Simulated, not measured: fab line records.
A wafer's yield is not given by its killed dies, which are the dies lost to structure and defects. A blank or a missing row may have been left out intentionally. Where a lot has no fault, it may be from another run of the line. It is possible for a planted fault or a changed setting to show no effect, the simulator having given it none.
Which tool did it? :: flow gf180mcu :: 14 lots, 42 wafers sampled, at 4 steps of a route of 602

## WHAT THE GAUGES READ, wafer by wafer
GF_STI_BOW_MEAS_00.
lot: L485
measured: day 1 10:01
on: film_metro-03
INCOMING_BOW (um): -1 0 -5

lot: L486
measured: day 1 15:00
on: film_metro-03
INCOMING_BOW (um): -2 6 3

lot: L487
measured: day 1 20:01
on: film_metro-03
INCOMING_BOW (um): 4 -6 4

lot: L492
measured: day 2 21:00
on: film_metro-02
INCOMING_BOW (um): -5 -4 6

lot: L495
measured: day 3 12:01
on: film_metro-02
INCOMING_BOW (um): -14 -6 -2

lot: L496
measured: day 3 17:00
on: film_metro-03
INCOMING_BOW (um): -4 1 14

lot: L497
measured: day 3 22:00
on: film_metro-03
INCOMING_BOW (um): -2 4 -6

lot: L498
measured: day 4 03:01
on: film_metro-02
INCOMING_BOW (um): -5 -1 -3

lot: L501
measured: day 4 18:02
on: film_metro-03
INCOMING_BOW (um): 1 -3 -10

lot: L502
measured: day 4 23:00
on: film_metro-03
INCOMING_BOW (um): 3 0 4

lot: L503
measured: day 5 04:00
on: film_metro-01
INCOMING_BOW (um): 2 2 -6

lot: L504
measured: day 5 09:00
on: film_metro-02
INCOMING_BOW (um): 1 13 -1

lot: L505
measured: day 5 14:01
on: film_metro-01
INCOMING_BOW (um): 2 -4 -6

lot: L508
measured: day 6 05:00
on: film_metro-03
INCOMING_BOW (um): 1 11 11

GF_MVSD_TW_MEAS_11.
lot: L485
measured: day 4 09:53
on: film_metro-02
MVSD_TW: 1571 1577 1572

lot: L486
measured: day 4 16:10
on: film_metro-04
MVSD_TW: 1596 1600 1588

lot: L487
measured: day 4 22:18
on: film_metro-01
MVSD_TW: 1578 1576 1585

lot: L492
measured: day 6 06:26
on: film_metro-02
MVSD_TW: 1566 1562 1564

lot: L495
measured: day 6 22:40
on: film_metro-04
MVSD_TW: 1585 1595 1592

lot: L496
measured: day 7 02:50
on: film_metro-02
MVSD_TW: 1555 1555 1552

lot: L497
measured: day 7 08:25
on: film_metro-01
MVSD_TW: 1579 1566 1568

lot: L498
measured: day 7 16:07
on: film_metro-04
MVSD_TW: 1595 1597 1607

lot: L501
measured: day 8 08:21
on: film_metro-02
MVSD_TW: 1560 1559 1558

lot: L502
measured: day 8 12:35
on: film_metro-04
MVSD_TW: 1600 1588 1593

lot: L503
measured: day 8 23:41
on: film_metro-01
MVSD_TW: 1573 1575 1573

lot: L504
measured: day 9 01:58
on: film_metro-04
MVSD_TW: 1596 1601 1587

lot: L505
measured: day 9 05:19
on: film_metro-04
MVSD_TW: 1602 1596 1590

lot: L508
measured: day 10 01:53
on: film_metro-04
MVSD_TW: 1580 1587 1590

## TOOL THAT RAN EACH LOT (tool first, then ch and the chambers of the sampled wafers, then the start)
lot: L485
GF_DNWELL_STRIP_08: plasma_asher-03 ch 0,1, day 2 18:04
GF_NWELL_IMPLANT_09: implanter-03 ch 0, day 3 07:10

lot: L486
GF_DNWELL_STRIP_08: plasma_asher-03 ch 0,1, day 3 00:16
GF_NWELL_IMPLANT_09: implanter-03 ch 0, day 3 13:02

lot: L487
GF_DNWELL_STRIP_08: plasma_asher-03 ch 1, day 3 05:00
GF_NWELL_IMPLANT_09: implanter-01 ch 0, day 3 18:10

lot: L492
GF_DNWELL_STRIP_08: plasma_asher-03 ch 0,1, day 4 09:54
GF_NWELL_IMPLANT_09: implanter-03 ch 0, day 5 00:13

lot: L495
GF_DNWELL_STRIP_08: plasma_asher-03 ch 0,1, day 5 00:21
GF_NWELL_IMPLANT_09: implanter-01 ch 0, day 5 15:15

lot: L496
GF_DNWELL_STRIP_08: plasma_asher-02 ch 1, day 5 04:39
GF_NWELL_IMPLANT_09: implanter-01 ch 0, day 5 19:11

lot: L497
GF_DNWELL_STRIP_08: plasma_asher-03 ch 1, day 5 10:36
GF_NWELL_IMPLANT_09: implanter-03 ch 0, day 6 01:26

lot: L498
GF_DNWELL_STRIP_08: plasma_asher-02 ch 0,1, day 5 16:52
GF_NWELL_IMPLANT_09: implanter-03 ch 0, day 6 08:10

lot: L501
GF_DNWELL_STRIP_08: plasma_asher-02 ch 0,1, day 6 07:47
GF_NWELL_IMPLANT_09: implanter-04 ch 0, day 6 23:32

lot: L502
GF_DNWELL_STRIP_08: plasma_asher-02 ch 0,1, day 6 13:30
GF_NWELL_IMPLANT_09: implanter-03 ch 0, day 7 05:08

lot: L503
GF_DNWELL_STRIP_08: plasma_asher-04 ch 0,1, day 6 23:04
GF_NWELL_IMPLANT_09: implanter-04 ch 0, day 7 14:35

lot: L504
GF_DNWELL_STRIP_08: plasma_asher-02 ch 0,1, day 7 00:48
GF_NWELL_IMPLANT_09: implanter-03 ch 0, day 7 17:05

lot: L505
GF_DNWELL_STRIP_08: plasma_asher-02 ch 0,1, day 7 04:10
GF_NWELL_IMPLANT_09: implanter-03 ch 0, day 7 19:58

lot: L508
GF_DNWELL_STRIP_08: plasma_asher-02 ch 0,1, day 7 23:12
GF_NWELL_IMPLANT_09: implanter-01 ch 0, day 8 15:20
- GF_DNWELL_STRIP_08: strips in O2/N2.
- GF_NWELL_IMPLANT_09

## AS READ BY THE TOOLS THEMSELVES (means over the sampled wafers that have a number; for cases with no such wafer, the mark the record gives instead)
GF_DNWELL_STRIP_08.
lot: L485
tool: plasma_asher-03
drypump_motor_current_A (A): 5.6
heater_power_w (W): 311
oes_product_au (a.u.): 0.722
strip_time_to_endpoint_s (s): 36.96

lot: L486
tool: plasma_asher-03
drypump_motor_current_A (A): 5.6
heater_power_w (W): 310
oes_product_au (a.u.): 0.721
strip_time_to_endpoint_s (s): 36.91

lot: L487
tool: plasma_asher-03
drypump_motor_current_A (A): 6.1
heater_power_w (W): 332
oes_product_au (a.u.): 0.720
strip_time_to_endpoint_s (s): 36.92

lot: L492
tool: plasma_asher-03
drypump_motor_current_A (A): 5.8
heater_power_w (W): 322
oes_product_au (a.u.): 0.723
strip_time_to_endpoint_s (s): 36.97

lot: L495
tool: plasma_asher-03
drypump_motor_current_A (A): 5.6
heater_power_w (W): 308
oes_product_au (a.u.): 0.723
strip_time_to_endpoint_s (s): 36.87

lot: L496
tool: plasma_asher-02
drypump_motor_current_A (A): 5.3
heater_power_w (W): 310
oes_product_au (a.u.): 0.724
strip_time_to_endpoint_s (s): 37.02

lot: L497
tool: plasma_asher-03
drypump_motor_current_A (A): 6.0
heater_power_w (W): 340
oes_product_au (a.u.): 0.720
strip_time_to_endpoint_s (s): 37.13

lot: L498
tool: plasma_asher-02
drypump_motor_current_A (A): 5.2
heater_power_w (W): 355
oes_product_au (a.u.): 0.728
strip_time_to_endpoint_s (s): 36.94

lot: L501
tool: plasma_asher-02
drypump_motor_current_A (A): 5.2
heater_power_w (W): 400
oes_product_au (a.u.): 0.722
strip_time_to_endpoint_s (s): 37.00

lot: L502
tool: plasma_asher-02
drypump_motor_current_A (A): 5.2
heater_power_w (W): 353
oes_product_au (a.u.): 0.724
strip_time_to_endpoint_s (s): 37.11

lot: L503
tool: plasma_asher-04
drypump_motor_current_A (A): 5.6
heater_power_w (W): 342
oes_product_au (a.u.): 0.721
strip_time_to_endpoint_s (s): 36.97

lot: L504
tool: plasma_asher-02
drypump_motor_current_A (A): 5.2
heater_power_w (W): 397
oes_product_au (a.u.): 0.717
strip_time_to_endpoint_s (s): 36.86

lot: L505
tool: plasma_asher-02
drypump_motor_current_A (A): 5.2
heater_power_w (W): 395
oes_product_au (a.u.): 0.722
strip_time_to_endpoint_s (s): 36.99

lot: L508
tool: plasma_asher-02
drypump_motor_current_A (A): 5.2
heater_power_w (W): 390
oes_product_au (a.u.): 0.723
strip_time_to_endpoint_s (s): 37.17

GF_NWELL_IMPLANT_09.
lot: L485
tool: implanter-03
beam_energy_keV: 160.03

lot: L486
tool: implanter-03
beam_energy_keV: 159.98

lot: L487
tool: implanter-01
beam_energy_keV: 159.98

lot: L492
tool: implanter-03
beam_energy_keV: 159.93

lot: L495
tool: implanter-01
beam_energy_keV: 177.48

lot: L496
tool: implanter-01
beam_energy_keV: 177.48

lot: L497
tool: implanter-03
beam_energy_keV: 160.04

lot: L498
tool: implanter-03
beam_energy_keV: 159.97

lot: L501
tool: implanter-04
beam_energy_keV: 159.97

lot: L502
tool: implanter-03
beam_energy_keV: 160.07

lot: L503
tool: implanter-04
beam_energy_keV: 159.99

lot: L504
tool: implanter-03
beam_energy_keV: 160.00

lot: L505
tool: implanter-03
beam_energy_keV: 160.02

lot: L508
tool: implanter-01
beam_energy_keV: 160.03

## THE ANSWER, worked out from the rows above alone
Rule: the lots themselves supply what counts as usual. Put in order of their means at a reading, lots are off if they are a third of the lots or fewer, leave a main group of 4 or more, and stand apart from it by a gap of 3 or more times the standard deviation of the main group's means; of several such gaps the widest counts. The tables above print the reading to a certain number of digits; a main group whose means all agree to those digits is not used. A lot without any number at a reading at which 4 lots or more have one is off too. All remaining lots with rows at the step are treated as sound. Order of review: gauges by route order, followed by the tools' own readings, for which a lot's mean as printed above is used. At the first step where some lot is off, the reading lying furthest off is the one used; lots without a number count as furthest.
Off: L495, L496 (GF_NWELL_IMPLANT_09, beam_energy_keV). Main group: mean 160.00, sd 0.037.
If a tool, at that step or one of the process steps before it, ran each lot that is off and ran no sound lot following the first of them, it fits. None of those tried fits.

## WHAT THE SIMULATOR HAD INSERTED
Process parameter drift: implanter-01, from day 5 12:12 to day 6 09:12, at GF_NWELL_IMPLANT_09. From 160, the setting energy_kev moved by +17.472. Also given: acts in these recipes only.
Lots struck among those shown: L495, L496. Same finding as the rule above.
